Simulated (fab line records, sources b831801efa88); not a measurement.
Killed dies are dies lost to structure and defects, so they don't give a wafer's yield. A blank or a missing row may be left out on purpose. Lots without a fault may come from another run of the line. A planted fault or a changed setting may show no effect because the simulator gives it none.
Which tool did it? | flow gf180mcu | 12 lots, 36 wafers sampled, at 4 steps of a route of 602

WHAT THE GAUGES READ, wafer by wafer
GF_M1_CD_MEAS_14: target cd 230 nm.
lot  | measured     | on        | cd_nm (nm)
L580 | day 16 18:16 | cd_sem-01 | 229.8 229.3 231.8
L582 | day 17 22:47 | cd_sem-02 | 229.2 227.9 228.5
L583 | day 18 11:14 | cd_sem-01 | 229.7 229.4 229.0
L587 | day 20 05:09 | cd_sem-02 | 230.5 230.4 230.7
L588 | day 20 05:16 | cd_sem-01 | 230.0 230.4 231.9
L594 | day 22 06:32 | cd_sem-02 | 230.6 231.8 231.0
L596 | day 23 03:07 | cd_sem-01 | 227.6 230.0 228.4
L598 | day 23 20:02 | cd_sem-01 | 232.2 231.8 230.1
L599 | day 23 22:32 | cd_sem-02 | 231.5 230.0 228.9
L600 | day 24 11:17 | cd_sem-02 | 228.9 228.7 229.0
L601 | day 24 18:20 | cd_sem-01 | 230.5 231.6 231.5
L603 | day 25 01:04 | cd_sem-02 | 231.3 231.0 230.6

GF_V4_THK_MEAS_03.
lot  | measured     | on            | V4_CVD_02_THK (nm)
L580 | day 23 03:44 | film_metro-01 | 852 865 872
L582 | day 24 07:01 | film_metro-02 | 857 859 881
L583 | day 24 18:34 | film_metro-03 | 840 847 863
L587 | day 26 06:20 | film_metro-03 | 667 668 684
L588 | day 26 08:31 | film_metro-01 | 651 659 664
L594 | day 27 23:43 | film_metro-01 | 841 828 858
L596 | day 28 20:28 | film_metro-01 | 841 880 860
L598 | day 29 09:17 | film_metro-03 | 849 838 850
L599 | day 29 13:00 | film_metro-03 | 834 827 846
L600 | day 29 21:45 | film_metro-03 | 846 857 865
L601 | day 30 03:24 | film_metro-02 | 842 840 847
L603 | day 30 10:50 | film_metro-02 | 851 859 861

WHICH TOOL RAN EACH LOT (tool, then ch and the chambers of the sampled wafers, then the start)
lot  | GF_M4_STRIP_17                       | GF_V4_CVD_02
L580 | plasma_asher-03 ch 0, day 23 02:59   | pecvd-04 ch 0,1, day 23 03:40
L582 | plasma_asher-03 ch 0,1, day 24 05:56 | pecvd-04 ch 0,1, day 24 06:55
L583 | plasma_asher-03 ch 0,1, day 24 17:29 | pecvd-01 ch 0,1, day 24 18:30
L587 | plasma_asher-03 ch 0,1, day 26 05:32 | pecvd-04 ch 1,2, day 26 06:16
L588 | plasma_asher-02 ch 0,1, day 26 07:44 | pecvd-04 ch 0,2, day 26 08:26
L594 | plasma_asher-01 ch 0, day 27 22:57   | pecvd-02 ch 0,1,2, day 27 23:38
L596 | plasma_asher-01 ch 0,1, day 28 19:26 | pecvd-01 ch 0,2, day 28 20:23
L598 | plasma_asher-01 ch 0,1, day 29 08:29 | pecvd-02 ch 1,2, day 29 09:13
L599 | plasma_asher-02 ch 0,1, day 29 12:15 | pecvd-01 ch 0,1, day 29 12:56
L600 | plasma_asher-02 ch 0,1, day 29 21:00 | pecvd-01 ch 0,1, day 29 21:41
L601 | plasma_asher-03 ch 1, day 30 02:39   | pecvd-02 ch 0,1, day 30 03:20
L603 | plasma_asher-01 ch 0,1, day 30 10:03 | pecvd-04 ch 1,2, day 30 10:44
- GF_M4_STRIP_17: strips in O2/N2.
- GF_V4_CVD_02: deposits SiO2 from TEOS, target thk 850 nm, time 94.851 s.

WHAT THE TOOLS THEMSELVES READ (means of the sampled wafers that have a number; where no wafer has one, the mark that the record gives instead)
GF_M4_STRIP_17.
lot  | tool            | drypump_motor_current_A (A) | heater_power_w (W) | oes_product_au (a.u.) | strip_time_to_endpoint_s (s)
L580 | plasma_asher-03 | 6.1                         | 326                | 0.561                 | 7.87
L582 | plasma_asher-03 | 5.9                         | 337                | 0.555                 | 7.87
L583 | plasma_asher-03 | 5.7                         | 349                | 0.555                 | 7.86
L587 | plasma_asher-03 | 5.9                         | 333                | 0.558                 | 7.85
L588 | plasma_asher-02 | 6.2                         | 333                | 0.558                 | 7.90
L594 | plasma_asher-01 | 5.6                         | 350                | 0.558                 | 7.90
L596 | plasma_asher-01 | 5.7                         | 333                | 0.555                 | 7.89
L598 | plasma_asher-01 | 5.7                         | 341                | 0.554                 | 7.83
L599 | plasma_asher-02 | 6.1                         | 319                | 0.561                 | 7.94
L600 | plasma_asher-02 | 6.2                         | 337                | 0.556                 | 7.88
L601 | plasma_asher-03 | 5.5                         | 355                | 0.560                 | 7.89
L603 | plasma_asher-01 | 5.7                         | 335                | 0.561                 | 7.90

GF_V4_CVD_02.
lot  | tool     | heater_power_w (W)
L580 | pecvd-04 | 755
L582 | pecvd-04 | 838
L583 | pecvd-01 | 669
L587 | pecvd-04 | 715
L588 | pecvd-04 | 724
L594 | pecvd-02 | 715
L596 | pecvd-01 | 650
L598 | pecvd-02 | 644
L599 | pecvd-01 | 669
L600 | pecvd-01 | 681
L601 | pecvd-02 | 763
L603 | pecvd-04 | 635

THE ANSWER, worked out from the rows above alone
Rule: what is usual is taken from the lots themselves. Put in order of their means at a reading, lots are off if they are a third of the lots or fewer, leave a main group of 4 or more, and stand apart from it by a gap of 3 or more times the standard deviation of the main group's means; of several such gaps the widest counts. A main group whose means are all the same, to the digits that the tables above print for the reading, isn't used. A lot without any number at a reading at which 4 lots or more have one is off too. The other lots that the step has rows for count as sound. The gauges are gone through in route order, then the tools' own readings, and for those a lot's mean is taken as printed above. The first step at which some lot is off is used, and at that step the reading that is off furthest; a lot without a number counts as furthest.
Off: L587, L588, at GF_V4_THK_MEAS_03 (V4_CVD_02_THK). The main group: mean 852 nm, standard deviation 9.5.
A tool fits if, at a process step before that reading, it ran every lot that is off, and no sound lot after the first of them. The gauges at GF_V4_THK_MEAS_03 are tried like those tools. None of those tried fits.

WHAT THE SIMULATOR HAD PUT IN
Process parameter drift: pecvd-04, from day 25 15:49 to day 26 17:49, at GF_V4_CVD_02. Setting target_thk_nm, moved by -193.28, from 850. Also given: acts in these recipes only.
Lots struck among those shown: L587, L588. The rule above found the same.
